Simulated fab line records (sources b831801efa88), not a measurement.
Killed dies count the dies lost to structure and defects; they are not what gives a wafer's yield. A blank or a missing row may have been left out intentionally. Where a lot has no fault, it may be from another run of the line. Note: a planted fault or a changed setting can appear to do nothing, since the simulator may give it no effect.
Which tool did it? ; flow sky130 ; 24 lots, 72 wafers sampled, at 5 steps of a route of 708

WHAT EACH GAUGE READ, for each wafer
SKY_SONOS_TUNNEL_TW_MEAS_12. Usual: SONOS_TUNNEL_TW 195.7, standard deviation 0.95.
lot;measured;on;SONOS_TUNNEL_TW;flag
L074;day 12 01:44;filmMetro-01;195.2 195.8 195.4;
L075;day 12 13:24;filmMetro-04;193.6 195.0 195.2;
L076;day 12 14:30;filmMetro-02;195.5 196.9 197.6;
L077;day 12 20:30;filmMetro-02;196.0 196.5 197.0;
L078;day 12 21:55;filmMetro-02;195.5 196.7 196.6;
L079;day 13 11:11;filmMetro-02;196.5 196.1 195.9;
L080;day 13 12:52;filmMetro-02;197.0 197.0 195.4;
L081;day 13 15:47;filmMetro-02;195.4 197.0 196.5;
L082;day 14 07:02;filmMetro-02;195.4 196.1 196.7;
L083;day 14 07:26;filmMetro-01;194.2 194.8 194.3;
L084;day 14 16:06;filmMetro-04;194.9 194.3 195.5;
L085;day 14 20:56;filmMetro-02;196.7 194.8 195.1;
L086;day 15 13:06;filmMetro-04;195.2 196.2 194.6;
L087;day 15 17:02;filmMetro-01;196.2 196.3 195.8;
L088;day 15 23:20;filmMetro-01;196.5 196.1 195.8;
L089;day 16 07:33;filmMetro-02;195.7 194.3 195.2;
L090;day 16 16:29;filmMetro-04;195.0 195.1 194.9;
L091;day 16 19:13;filmMetro-04;195.5 195.3 195.9;
L092;day 17 00:28;filmMetro-02;194.0 194.9 193.5;
L093;day 17 18:05;filmMetro-04;195.2 195.1 195.8;
L094;day 18 04:55;filmMetro-04;194.7 195.5 194.5;
L095;day 18 10:31;filmMetro-01;196.3 197.4 197.4;
L096;day 18 15:47;filmMetro-01;197.6 197.3 196.4;
L097;day 18 19:10;filmMetro-04;195.9 196.4 196.2;

SKY_LDD_N_OVL_MEAS_07. Usual: LDD_N_OVL 0.6 nm, standard deviation 1.3.
lot;measured;on;LDD_N_OVL (nm);flag
L074;day 18 14:28;overlay-01;-0.1 -0.9 1.0;
L075;day 19 08:33;overlay-01;2.3 1.1 3.3;
L076;day 19 03:46;overlay-02;3.2 0.1 0.0;
L077;day 19 16:28;overlay-02;-1.4 0.1 0.1;
L078;day 19 16:48;overlay-01;0.3 0.4 0.2;
L079;day 20 07:13;overlay-01;-0.8 0.1 0.4;
L080;day 20 07:31;overlay-02;-2.2 0.2 0.8;
L081;day 20 17:07;overlay-01;0.3 0.2 0.7;
L082;day 21 10:13;overlay-02;1.6 -0.1 0.2;
L083;day 21 10:15;overlay-01;-1.0 0.8 -1.4;
L084;day 21 17:43;overlay-01;1.8 0.3 3.1;
L085;day 21 22:07;overlay-01;-0.6 -0.6 -0.1;
L086;day 22 18:04;overlay-02;-1.8 0.0 0.1;
L087;day 22 20:43;overlay-01;2.0 1.8 2.6;
L088;day 23 09:43;overlay-01;-1.3 -1.3 0.3;
L089;day 23 05:58;overlay-01;0.7 1.6 2.1;
L090;day 24 16:16;overlay-01;-1.7 -0.8 -0.8;
L091;day 24 16:43;overlay-01;1.3 2.4 3.3;
L092;day 24 14:28;overlay-02;0.2 0.3 2.0;
L093;day 24 21:16;overlay-01;1.5 -0.4 1.1;
L094;day 25 05:49;overlay-01;1.2 3.4 1.7;
L095;day 25 06:24;overlay-01;0.7 0.0 0.4;
L096;day 25 15:22;overlay-01;1.9 1.2 1.7;
L097;day 25 16:55;overlay-01;2.1 0.8 0.9;

SKY_METAL1_RS_MEAS_05: measurement is done with a four-point probe. Usual: METAL1_ALCU_RS 0.1265 ohm/sq, standard deviation 0.0016.
lot;measured;on;METAL1_ALCU_RS (ohm/sq);flag
L074;day 32 10:10;filmMetro-02;0.1254 0.1252 0.1278;
L075;day 33 02:03;filmMetro-03;0.1271 0.1249 0.1256;
L076;day 32 23:14;filmMetro-02;0.1286 0.1281 0.1282;
L077;day 33 08:50;filmMetro-03;0.1260 0.1274 0.1272;
L078;day 33 12:38;filmMetro-04;0.1282 0.1259 0.1277;
L079;day 33 20:20;filmMetro-02;0.1277 0.1276 0.1282;
L080;day 33 22:40;filmMetro-03;0.1274 0.1241 0.1257;
L081;day 34 04:25;filmMetro-04;0.1288 0.1292 0.1282;
L082;day 34 17:49;filmMetro-04;0.1266 0.1230 0.1268;
L083;day 34 20:17;filmMetro-02;0.1257 0.1275 0.1262;
L084;day 35 00:25;filmMetro-03;0.1230 0.1247 0.1262;
L085;day 35 04:35;filmMetro-03;0.1252 0.1245 0.1244;
L086;day 35 21:36;filmMetro-03;0.1259 0.1270 0.1267;
L087;day 36 02:53;filmMetro-03;0.1268 0.1259 0.1252;
L088;day 36 12:00;filmMetro-03;0.1290 0.1272 0.1249;
L089;day 36 10:05;filmMetro-03;0.1262 0.1261 0.1254;
L090;day 37 15:33;filmMetro-02;0.1237 0.1246 0.1254;
L091;day 37 17:01;filmMetro-03;0.1284 0.1270 0.1274;
L092;day 37 12:07;filmMetro-02;0.1252 0.1245 0.1259;
L093;day 37 19:25;filmMetro-04;0.1264 0.1261 0.1249;
L094;day 38 03:34;filmMetro-03;0.1277 0.1271 0.1278;
L095;day 38 06:54;filmMetro-02;0.1273 0.1265 0.1276;
L096;day 38 10:56;filmMetro-04;0.1293 0.1268 0.1288;
L097;day 38 12:28;filmMetro-03;0.1267 0.1273 0.1278;

WHICH TOOL RAN EACH LOT (tool, then ch and the chambers of the sampled wafers, then the start)
lot;SKY_LI_CONTACT_CMP_24;SKY_METAL1_SPUTTER_04
L074;cmp-02 ch 0,2, day 29 23:55;pvdSputter-02, day 32 10:05
L075;cmp-01 ch 0,1,2, day 30 15:24;pvdSputter-03, day 33 02:00
L076;cmp-02 ch 0,1,3, day 30 13:46;pvdSputter-02, day 32 23:11
L077;cmp-01 ch 2,3, day 30 23:53;pvdSputter-04, day 33 08:46
L078;cmp-01 ch 1,2, day 31 02:32;pvdSputter-04, day 33 12:35
L079;cmp-01 ch 0,1,3, day 31 11:31;pvdSputter-02, day 33 20:16
L080;cmp-02 ch 0,1,2, day 31 13:31;pvdSputter-03, day 33 22:38
L081;cmp-02 ch 1,3, day 31 20:29;pvdSputter-04, day 34 04:20
L082;cmp-01 ch 1,2,3, day 32 10:03;pvdSputter-04, day 34 17:46
L083;cmp-01 ch 0,1,3, day 32 10:59;pvdSputter-04, day 34 20:14
L084;cmp-02 ch 0,3, day 32 16:01;pvdSputter-03, day 35 00:18
L085;cmp-02 ch 0,2, day 32 21:02;pvdSputter-03, day 35 04:30
L086;cmp-02 ch 0,1,3, day 33 14:44;pvdSputter-04, day 35 21:32
L087;cmp-02 ch 0,2,3, day 33 19:08;pvdSputter-03, day 36 02:48
L088;cmp-02 ch 1,2,3, day 34 04:20;pvdSputter-04, day 36 11:56
L089;cmp-02 ch 0,1, day 34 03:02;pvdSputter-04, day 36 10:01
L090;cmp-01 ch 1,2, day 35 08:10;pvdSputter-03, day 37 15:28
L091;cmp-01 ch 0,2,3, day 35 09:36;pvdSputter-02, day 37 16:58
L092;cmp-01 ch 0,3, day 35 04:34;pvdSputter-03, day 37 12:04
L093;cmp-01 ch 0,1,3, day 35 12:48;pvdSputter-03, day 37 19:22
L094;cmp-01 ch 0,1, day 35 20:36;pvdSputter-02, day 38 03:31
L095;cmp-01 ch 0,1,3, day 35 23:00;pvdSputter-02, day 38 06:50
L096;cmp-02 ch 0,1,2, day 36 04:36;pvdSputter-04, day 38 10:52
L097;cmp-01 ch 0,2,3, day 36 06:19;pvdSputter-04, day 38 12:25
- SKY_LI_CONTACT_CMP_24: polishes, stops on PSG, t overpolish 20 s, target thk 0 nm.
- SKY_METAL1_SPUTTER_04: material TiN, target thk 70 nm, time 58.3 s.

AS READ BY THE TOOLS THEMSELVES (means over the sampled wafers that have a number; for cases with no such wafer, the mark the record gives instead)
SKY_LI_CONTACT_CMP_24. Usual: motorCurrentA 10.8 A, standard deviation 0.74; overpolishRunS 20.001 s, standard deviation 0.0087; timeToEndpointS 97.2 s, standard deviation 2.8.
lot;tool;motorCurrentA (A);overpolishRunS (s);timeToEndpointS (s);flag
L074;cmp-02;10.7;20.001;98.2;
L075;cmp-01;11.1;19.999;93.5;
L076;cmp-02;10.1;20.009;96.7;
L077;cmp-01;11.7;20.001;99.9;
L078;cmp-01;11.2;19.994;100.1;
L079;cmp-01;11.1;19.995;97.5;
L080;cmp-02;11.1;20.002;98.5;
L081;cmp-02;9.9;19.998;97.5;
L082;cmp-01;11.0;20.000;95.5;
L083;cmp-01;11.1;19.999;99.0;
L084;cmp-02;10.1;20.006;91.1;
L085;cmp-02;10.8;20.000;98.8;
L086;cmp-02;10.2;20.001;94.9;
L087;cmp-02;10.3;19.998;97.2;
L088;cmp-02;10.9;20.010;92.9;
L089;cmp-02;11.1;20.003;95.0;
L090;cmp-01;11.3;19.998;97.3;
L091;cmp-01;10.8;19.997;97.0;
L092;cmp-01;11.0;19.999;101.0;
L093;cmp-01;11.1;19.992;98.9;
L094;cmp-01;10.2;20.004;95.3;
L095;cmp-01;10.9;19.999;98.8;
L096;cmp-02;11.2;19.999;96.6;
L097;cmp-01;11.0;20.000;96.8;

SKY_METAL1_SPUTTER_04. Usual: throttleValvePct at 30.2 %, with a standard deviation of 1.
lot;tool;throttleValvePct (%);flag
L074;pvdSputter-02;30.0;
L075;pvdSputter-03;30.2;
L076;pvdSputter-02;28.9;
L077;pvdSputter-04;31.2;
L078;pvdSputter-04;30.7;
L079;pvdSputter-02;29.0;
L080;pvdSputter-03;30.0;
L081;pvdSputter-04;31.3;
L082;pvdSputter-04;30.2;
L083;pvdSputter-04;30.7;
L084;pvdSputter-03;30.5;
L085;pvdSputter-03;30.4;
L086;pvdSputter-04;31.0;
L087;pvdSputter-03;30.0;
L088;pvdSputter-04;30.7;
L089;pvdSputter-04;30.6;
L090;pvdSputter-03;30.2;
L091;pvdSputter-02;28.1;
L092;pvdSputter-03;29.9;
L093;pvdSputter-03;30.6;
L094;pvdSputter-02;29.0;
L095;pvdSputter-02;28.2;
L096;pvdSputter-04;30.6;
L097;pvdSputter-04;30.9;

THE ANSWER, worked out from the rows above alone
Rule: lot off if the mean of its wafers having a number is beyond 3 standard deviations from the usual mean. A lot without any number at a reading at which 4 lots or more have one is off too. Any other lot the step has rows for is counted as sound. After the gauges, taken in route order, come the tools' own readings; for these a lot's mean is taken, as printed above. At the first step where some lot is off, the reading lying furthest off is the one used; lots without a number count as furthest.
Across all readings shown, no lot is off: no conclusion can be drawn from this.

WHAT THE SIMULATOR HAD PUT IN
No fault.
